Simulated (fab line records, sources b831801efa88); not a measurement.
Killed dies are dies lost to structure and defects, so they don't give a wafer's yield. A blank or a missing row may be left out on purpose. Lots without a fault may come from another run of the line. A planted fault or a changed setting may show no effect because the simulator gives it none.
Which tool did it? | flow gf180mcu | 12 lots, 36 wafers sampled, at 1 step of a route of 602

WHAT THE GAUGES READ, wafer by wafer
GF_STI_THK_MEAS_22. Usual: STI_OXIDATION_01_THK 15.02 nm, standard deviation 0.3.
lot  | measured    | on            | STI_OXIDATION_01_THK (nm) | flag
L304 | day 2 09:47 | film_metro-02 | 14.77 14.85 14.79         |
L305 | day 2 13:30 | film_metro-02 | 14.98 15.09 15.00         |
L306 | day 2 18:40 | film_metro-02 | 14.86 15.22 15.11         |
L308 | day 3 04:46 | film_metro-01 | 14.62 14.65 14.46         |
L309 | day 3 09:45 | film_metro-04 | 15.32 15.20 15.65         |
L311 | day 3 21:37 | film_metro-02 | 15.52 15.58 15.65         |
L313 | day 4 07:19 | film_metro-04 | 14.68 14.86 14.98         |
L319 | day 5 14:49 | film_metro-04 | 15.32 15.05 15.25         |
L322 | day 6 04:37 | film_metro-01 | 14.45 14.81 14.60         |
L324 | day 6 15:07 | film_metro-04 | 14.98 14.78 14.95         |
L325 | day 6 19:36 | film_metro-01 | 15.00 15.12 15.20         |
L326 | day 7 01:41 | film_metro-01 | 15.42 15.37 15.34         |

WHICH TOOL RAN EACH LOT (tool, then ch and the chambers of the sampled wafers, then the start)
The record holds no process step before these readings.

WHAT THE TOOLS THEMSELVES READ (means of the sampled wafers that have a number; where no wafer has one, the mark that the record gives instead)
The record holds no such reading with a usual standard deviation.

THE ANSWER, worked out from the rows above alone
Rule: a lot is off if the mean of its wafers that have a number lies more than 3 standard deviations from the usual mean. A lot without any number at a reading at which 4 lots or more have one is off too. The other lots that the step has rows for count as sound. The gauges are gone through in route order, then the tools' own readings, and for those a lot's mean is taken as printed above. The first step at which some lot is off is used, and at that step the reading that is off furthest; a lot without a number counts as furthest.
No lot is off at any reading shown: from this, nothing can be told.

WHAT THE SIMULATOR HAD PUT IN
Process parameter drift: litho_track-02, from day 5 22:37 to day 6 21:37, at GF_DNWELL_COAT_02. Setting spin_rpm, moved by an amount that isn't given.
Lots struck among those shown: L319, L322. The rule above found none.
